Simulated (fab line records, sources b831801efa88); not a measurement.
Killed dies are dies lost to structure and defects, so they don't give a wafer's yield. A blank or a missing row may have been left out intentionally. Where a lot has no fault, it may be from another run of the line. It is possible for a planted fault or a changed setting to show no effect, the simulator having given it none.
fab line records	flow sky130
[record] lots = 7	wafers = 21	last_day = 50
route steps=708 shown CONTACT@425 METAL1@434
lots that met no fault: from a run of the same line without faults
start_h: hours from the record's first day to the start of the lot's first wafer shown	wait_h: hours since the lot's step before	" identical to the entry in the row above	L1.1+2: a single row standing in for several wafers	- value missing, or start not given	* or withheld: withheld	< > ~ a bound
route shown NAME@n: a module of which the file shows steps, and the number in the route of the first	usual: average and standard deviation across the fault-free wafers	same: alike in all rows	chamber/n: place in a boat	sites: each site's reading	_std_site: the standard deviation of these	_edge_site: the outer-site mean with the inner-site mean subtracted	radius_mm: for every site, how far away it sits from the centre of the wafer	mask NAME#n: copy n	behind: the most recent tool/chamber to have shaped the wafer	hold: the reason the lot was held/the length of the hold in hours/how it ended	device: the n, p or np transistor that did not switch	end of line: tests of these same wafers at the route's end	a step without rows: its recipe alone	killed: at the first sort, the dies lost to defects and structure; wafer yield is something else	map: a wafer's dies, marking killed ones x, the rest . and places with no die _
set.NAME: the run value of the setting; set.NAME@STEP: its run value at that earlier step	model.NAME: the simulator's own value behind a step, which no gauge read
lots seen at some steps along the route; tables by step, rows by wafer
services: from which hour (start_h, from the record's first day; less than 0 if before it) a tool's chamber was out of use, for how many hours, and why
[[steps]]
[step SKY_CONTACT_STRIP_19]
[recipe] chemistry = O2/N2	power_w = 1400	pressure_mtorr = 1500	platen_temp_c = withheld	o2_flow_sccm = 3000	n2_flow_sccm = 300	overash_fraction = 0.5
[step SKY_CONTACT_STRIP_20]
[recipe] chemistry = post_etch_residue_remover	time_s = 1200	temp_c = 72.5
[step SKY_CONTACT_CLEAN_21]
[recipe] chemistry = IPA	time_s = 180	temp_c = 25
[step SKY_CONTACT_CLEAN_22]
[recipe] chemistry = O3/DIW	dry = n2_spin
[step SKY_CONTACT_SPUTTER_23]
[recipe] material = TiN	target_thk_nm = 20	chamber_pressure_pa = 5	power_w = 4000	time_s = 80
[step SKY_CONTACT_CVD_24]
[recipe] material = W	target_thk_nm = 340	time_s = 102.12	temp_c = 400	pressure_torr = 40
[step SKY_CONTACT_RS_MEAS_25]
[recipe] thk_meas_gauge = four-point-probe	reads = W_of_CONTACT_CVD_24+TiN_of_CONTACT_SPUTTER_23
[usual] CONTACT_W_RS = 0.338/0.0048
lot.wafer	tool	chamber	start_h	wait_h	CONTACT_W_RS[ohm/sq]
L673.1	film_metro-03	-	742.67	0.1	0.329
L673.5	"	-	"	"	0.331
L673.6	"	-	"	"	0.334
L675.3	film_metro-04	-	767.19	0.1	0.338
L675.5	"	-	"	"	0.336
L675.6	"	-	"	"	0.333
L682.3	film_metro-03	-	815.45	0.1	0.340
L682.4	"	-	"	"	0.335
L682.6	"	-	"	"	0.337
L683.2	film_metro-04	-	817.91	0.1	0.334
L683.4	"	-	"	"	0.335
L683.5	"	-	"	"	0.341
L684.1	film_metro-01	-	833.81	0.1	0.340
L684.2	"	-	"	"	0.341
L684.4	"	-	"	"	0.346
L689.2	film_metro-03	-	863.08	0.1	0.335
L689.4	"	-	"	"	0.330
L689.5	"	-	"	"	0.333
L695.1	film_metro-03	-	903.27	0.1	0.336
L695.2	"	-	"	"	0.342
L695.6	"	-	"	"	0.336
[step SKY_CONTACT_THK_MEAS_26]
[recipe] thk_meas_gauge = xrf	reads = W_of_CONTACT_CVD_24
[usual] CONTACT_W_THK = 355/6.6
lot.wafer	tool	chamber	start_h	wait_h	CONTACT_W_THK[nm]
L673.1	film_metro-03	-	742.79	0.1	369
L673.5	"	-	"	"	365
L673.6	"	-	"	"	363
L675.3	film_metro-04	-	767.29	0.1	353
L675.5	"	-	"	"	355
L675.6	"	-	"	"	359
L682.3	film_metro-03	-	815.55	0.1	357
L682.4	"	-	"	"	359
L682.6	"	-	"	"	359
L683.2	film_metro-04	-	818.02	0.1	362
L683.4	"	-	"	"	358
L683.5	"	-	"	"	354
L684.1	film_metro-01	-	833.93	0.1	352
L684.2	"	-	"	"	352
L684.4	"	-	"	"	348
L689.2	film_metro-03	-	863.19	0.1	361
L689.4	"	-	"	"	368
L689.5	"	-	"	"	361
L695.1	film_metro-03	-	903.39	0.1	356
L695.2	"	-	"	"	350
L695.6	"	-	"	"	356
[step SKY_CONTACT_CMP_27]
[recipe] stop_on = SiO2	t_overpolish_s = 15	down_force_psi = 3.5	platen_rpm = 60	target_thk_nm = 0	pad_velocity_m_s = 0.94248
[usual] motor_current_A = 10.9/0.74	overpolish_run_s = 15.000/0.0091	slurry_filter_dp_kPa = 13.49/0.15	time_to_endpoint_s = 82/4.8
lot.wafer	tool	chamber	start_h	wait_h	motor_current_A	overpolish_run_s	slurry_filter_dp_kPa	time_to_endpoint_s
L673.1	cmp-02	3	742.85	0.1	10.3	14.996	13.33	79
L673.5	"	3	"	"	9.7	14.988	13.56	82
L673.6	"	0	"	"	12.3	15.002	13.56	85
L675.3	cmp-01	1	767.57	0.3	11.5	14.991	13.28	78
L675.6	"	0	"	"	11.6	15.016	13.42	88
L675.5	"	1	"	"	11.5	15.000	13.56	78
L682.4	cmp-02	0	815.59	0.0	11.4	14.999	13.74	86
L682.3	"	2	"	"	11.1	14.997	13.51	83
L682.6	"	0	"	"	11.8	14.978	13.48	86
L683.2	cmp-01	1	818.07	0.0	11.9	15.012	13.83	78
L683.4	"	0	"	"	11.6	15.014	13.59	84
L683.5	"	1	"	"	11.2	14.986	13.27	76
L684.4	cmp-02	3	833.99	0.0	10.0	14.989	13.20	75
L684.2	"	0	"	"	11.3	14.994	13.80	79
L684.1	"	2	"	"	10.2	15.000	13.33	76
L689.2	cmp-02	1	863.34	0.1	10.4	15.000	13.32	80
L689.4	"	2	"	"	10.8	14.995	13.50	82
L689.5	"	0	"	"	11.7	15.000	13.27	86
L695.1	cmp-02	0	903.45	0.1	11.8	15.002	13.65	83
L695.2	"	1	"	"	9.9	15.011	13.60	73
L695.6	"	0	"	"	11.3	15.000	13.55	85
[step SKY_METAL1_SPUTTER_00]
[recipe] material = Ti	target_thk_nm = 15	power_w = 3000	time_s = 10	chamber_pressure_pa = 0.4
[usual] cathode_dc_power_W = 3000.0/0.58	chamber_pressure_pa = 0.4000/0.00081	throttle_valve_pct = 29.9/1.1
lot.wafer	tool	chamber	start_h	wait_h	cathode_dc_power_W	chamber_pressure_pa	throttle_valve_pct
L673.1	pvd_sputter-03	-	743.15	0.2	3000.0	0.3985	30.4
L673.5	"	-	"	"	2999.8	0.4006	28.4
L673.6	"	-	"	"	3000.7	0.4004	30.0
L675.3	pvd_sputter-02	-	767.82	0.2	2999.7	0.4008	30.4
L675.5	"	-	"	"	3000.1	0.4010	29.7
L675.6	"	-	"	"	2999.0	0.3994	28.9
L682.3	pvd_sputter-03	-	815.89	0.1	3000.4	0.3988	30.1
L682.4	"	-	"	"	2999.1	0.4003	30.4
L682.6	"	-	"	"	2998.8	0.4004	30.3
L683.2	pvd_sputter-03	-	818.37	0.2	3001.2	0.3996	30.2
L683.4	"	-	"	"	3000.3	0.3987	28.4
L683.5	"	-	"	"	2999.7	0.4018	30.1
L684.1	pvd_sputter-01	-	834.29	0.1	2999.8	0.4003	31.2
L684.2	"	-	"	"	3000.2	0.3980	29.9
L684.4	"	-	"	"	3000.8	0.4026	27.6
L689.2	pvd_sputter-03	-	863.54	0.1	3001.5	0.3991	30.2
L689.4	"	-	"	"	2998.6	0.3992	29.9
L689.5	"	-	"	"	3000.1	0.4012	30.4
L695.1	pvd_sputter-03	-	903.75	0.2	3000.1	0.4002	29.9
L695.2	"	-	"	"	2999.8	0.4003	30.5
L695.6	"	-	"	"	3000.2	0.4012	28.4
[step SKY_METAL1_SPUTTER_01]
[recipe] material = TiN	target_thk_nm = 20	power_w = 6500	time_s = 16.7	chamber_pressure_pa = 0.4
[usual] cathode_dc_power_W = 6499.9/1.3	chamber_pressure_pa = 0.3999/0.00085	throttle_valve_pct = 29.9/1.1
lot.wafer	tool	chamber	start_h	wait_h	cathode_dc_power_W	chamber_pressure_pa	throttle_valve_pct
L673.1	pvd_sputter-03	-	743.17	0.0	6499.0	0.3997	30.1
L673.5	"	-	"	"	6500.3	0.3984	28.8
L673.6	"	-	"	"	6500.7	0.4009	30.2
L675.3	pvd_sputter-02	-	767.84	0.0	6499.2	0.3993	30.4
L675.5	"	-	"	"	6499.4	0.4004	29.7
L675.6	"	-	"	"	6500.5	0.3998	29.0
L682.3	pvd_sputter-03	-	815.91	0.0	6500.8	0.4005	30.2
L682.4	"	-	"	"	6502.7	0.4009	30.4
L682.6	"	-	"	"	6501.4	0.3984	30.2
L683.2	pvd_sputter-03	-	818.39	0.0	6500.1	0.4002	30.1
L683.4	"	-	"	"	6499.3	0.4006	28.3
L683.5	"	-	"	"	6497.0	0.4007	30.3
L684.1	pvd_sputter-01	-	834.32	0.0	6498.9	0.3999	31.4
L684.2	"	-	"	"	6499.7	0.4004	29.9
L684.4	"	-	"	"	6499.8	0.3997	27.5
L689.2	pvd_sputter-03	-	863.57	0.0	6499.7	0.3985	30.1
L689.4	"	-	"	"	6500.4	0.4005	30.2
L689.5	"	-	"	"	6500.7	0.3977	30.5
L695.1	pvd_sputter-03	-	903.77	0.0	6498.8	0.3987	29.9
L695.2	"	-	"	"	6498.9	0.4012	30.2
L695.6	"	-	"	"	6498.5	0.4008	28.5
[step SKY_METAL1_SPUTTER_02]
[recipe] material = AlCu	target_thk_nm = 250	power_w = 10600	time_s = 13.3	chamber_pressure_pa = 0.4
[usual] cathode_dc_power_W = 10600/1.7	chamber_pressure_pa = 0.4000/0.00088	throttle_valve_pct = 29.9/1.1
lot.wafer	tool	chamber	start_h	wait_h	cathode_dc_power_W	chamber_pressure_pa	throttle_valve_pct
L673.1	pvd_sputter-03	-	743.20	0.0	10602	0.3996	30.3
L673.5	"	-	"	"	10600	0.4001	28.7
L673.6	"	-	"	"	10603	0.4010	30.0
L675.3	pvd_sputter-02	-	767.86	0.0	10601	0.4007	30.2
L675.5	"	-	"	"	10600	0.3998	29.8
L675.6	"	-	"	"	10600	0.3998	29.0
L682.3	pvd_sputter-03	-	815.94	0.0	10600	0.4007	30.1
L682.4	"	-	"	"	10599	0.4008	30.1
L682.6	"	-	"	"	10602	0.3995	30.3
L683.2	pvd_sputter-03	-	818.42	0.0	10600	0.3997	30.1
L683.4	"	-	"	"	10601	0.3990	28.3
L683.5	"	-	"	"	10600	0.4016	30.3
L684.1	pvd_sputter-01	-	834.34	0.0	10599	0.4001	31.3
L684.2	"	-	"	"	10599	0.3987	29.9
L684.4	"	-	"	"	10601	0.4002	27.5
L689.2	pvd_sputter-03	-	863.59	0.0	10601	0.3987	30.2
L689.4	"	-	"	"	10599	0.3989	30.2
L689.5	"	-	"	"	10600	0.4006	30.3
L695.1	pvd_sputter-03	-	903.80	0.0	10602	0.3997	29.9
L695.2	"	-	"	"	10599	0.3997	30.4
L695.6	"	-	"	"	10601	0.3994	28.7
[step SKY_METAL1_SPUTTER_03]
[recipe] material = Ti	target_thk_nm = 5	power_w = 3000	time_s = 3.3	chamber_pressure_pa = 0.4
[usual] cathode_dc_power_W = 3000.0/0.54	chamber_pressure_pa = 0.4000/0.00078	throttle_valve_pct = 29.9/1.1
lot.wafer	tool	chamber	start_h	wait_h	cathode_dc_power_W	chamber_pressure_pa	throttle_valve_pct
L673.1	pvd_sputter-03	-	743.22	0.0	3001.1	0.4007	30.3
L673.5	"	-	"	"	2999.4	0.3991	28.7
L673.6	"	-	"	"	3000.3	0.4005	30.3
L675.3	pvd_sputter-02	-	767.89	0.0	3000.1	0.4002	30.2
L675.5	"	-	"	"	2999.6	0.4000	29.6
L675.6	"	-	"	"	3000.6	0.3998	28.8
L682.3	pvd_sputter-03	-	815.96	0.0	-	-	-
L682.4	"	-	"	"	-	-	-
L682.6	"	-	"	"	-	-	-
L683.2	pvd_sputter-03	-	818.44	0.0	-	-	-
L683.4	"	-	"	"	-	-	-
L683.5	"	-	"	"	-	-	-
L684.1	pvd_sputter-01	-	834.37	0.0	-	-	-
L684.2	"	-	"	"	-	-	-
L684.4	"	-	"	"	-	-	-
L689.2	pvd_sputter-03	-	863.62	0.0	2999.7	0.3997	30.3
L689.4	"	-	"	"	3000.5	0.4000	30.0
L689.5	"	-	"	"	2999.8	0.4004	30.2
L695.1	pvd_sputter-03	-	903.82	0.0	2999.3	0.3997	30.0
L695.2	"	-	"	"	2999.9	0.4001	30.4
L695.6	"	-	"	"	3000.4	0.4005	28.6
[step SKY_METAL1_SPUTTER_04]
[recipe] material = TiN	target_thk_nm = 70	power_w = 6500	time_s = 58.3	chamber_pressure_pa = 0.4
[usual] cathode_dc_power_W = 6500.3/1.2	chamber_pressure_pa = 0.4000/0.0008	throttle_valve_pct = 29.8/1.1
lot.wafer	tool	chamber	start_h	wait_h	cathode_dc_power_W	chamber_pressure_pa	throttle_valve_pct
L673.1	pvd_sputter-03	-	743.24	0.0	6501.3	0.3998	30.1
L673.5	"	-	"	"	6499.2	0.4008	28.3
L673.6	"	-	"	"	6501.4	0.4003	30.0
L675.3	pvd_sputter-02	-	767.91	0.0	6500.4	0.4016	30.3
L675.5	"	-	"	"	6502.0	0.4009	29.7
L675.6	"	-	"	"	6500.2	0.3997	28.9
L682.3	pvd_sputter-03	-	815.98	0.0	6498.5	0.4008	30.1
L682.4	"	-	"	"	6502.2	0.4005	30.2
L682.6	"	-	"	"	6500.8	0.4000	30.3
L683.2	pvd_sputter-03	-	818.46	0.0	6500.4	0.3995	30.4
L683.4	"	-	"	"	6500.4	0.4003	28.8
L683.5	"	-	"	"	6501.9	0.3999	29.9
L684.1	pvd_sputter-01	-	834.39	0.0	6500.5	0.4001	31.2
L684.2	"	-	"	"	6499.9	0.4007	30.2
L684.4	"	-	"	"	6500.3	0.3996	27.6
L689.2	pvd_sputter-03	-	863.63	0.0	6498.6	0.3994	30.2
L689.4	"	-	"	"	6500.8	0.4010	30.1
L689.5	"	-	"	"	6499.4	0.4006	30.2
L695.1	pvd_sputter-03	-	903.84	0.0	6497.9	0.3992	29.8
L695.2	"	-	"	"	6501.4	0.4008	30.4
L695.6	"	-	"	"	6499.7	0.3997	28.4
[[services]]
tool	chamber	start_h	hours	kind
cmp-01	-	726.31	0.8	repair
pvd_sputter-01	-	733.17	7.0	repair
cmp-02	-	734.35	2.3	repair
cmp-01	-	744.21	4.0	pm
cmp-01	-	748.21	-	consumable_replace:conditioner
cmp-01	-	748.21	-	consumable_replace:pad
cmp-02	-	757.66	2.5	repair
cmp-02	-	802.76	1.7	repair
cmp-01	-	808.03	2.9	repair
pvd_sputter-01	-	811.31	12.5	repair
cmp-02	-	828.17	1.4	repair
pvd_sputter-03	-	833.22	2.7	repair
cmp-02	-	851.60	0.7	repair
cmp-02	-	858.47	3.0	repair
cmp-01	-	864.11	2.9	repair
pvd_sputter-03	-	865.72	6.2	repair
pvd_sputter-01	-	878.44	4.8	repair
cmp-02	-	892.93	1.1	repair
[[key]]
[first_sign] step = SKY_METAL1_SPUTTER_03	reading = tool_record	direction = missing
effect none on later readings
met_at SKY_METAL1_SPUTTER_03
struck_wafers L682.3,L682.4,L682.6,L683.2,L683.4,L683.5,L684.1,L684.2,L684.4
later_rows_left_out L682.3,L682.4,L682.6,L683.2,L683.4,L683.5,L684.1,L684.2,L684.4
sort_left_out L682.3,L682.4,L682.6,L683.2,L683.4,L683.5,L684.1,L684.2,L684.4
onset_between 743.22 815.96
[fault] kind = skipped_step_whole	tool = pvd_sputter-01,pvd_sputter-03	chamber = -	onset_h = 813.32	steps = SKY_METAL1_SPUTTER_03	scope = struck_lots_only
// sort_left_out: the simulated sort isn't trusted on such a fault, so these wafers' sort isn't shown, and their yield isn't known
// later_rows_left_out: the simulator's readings of these wafers behind a module that went badly wrong aren't trusted and aren't shown, but for the sort
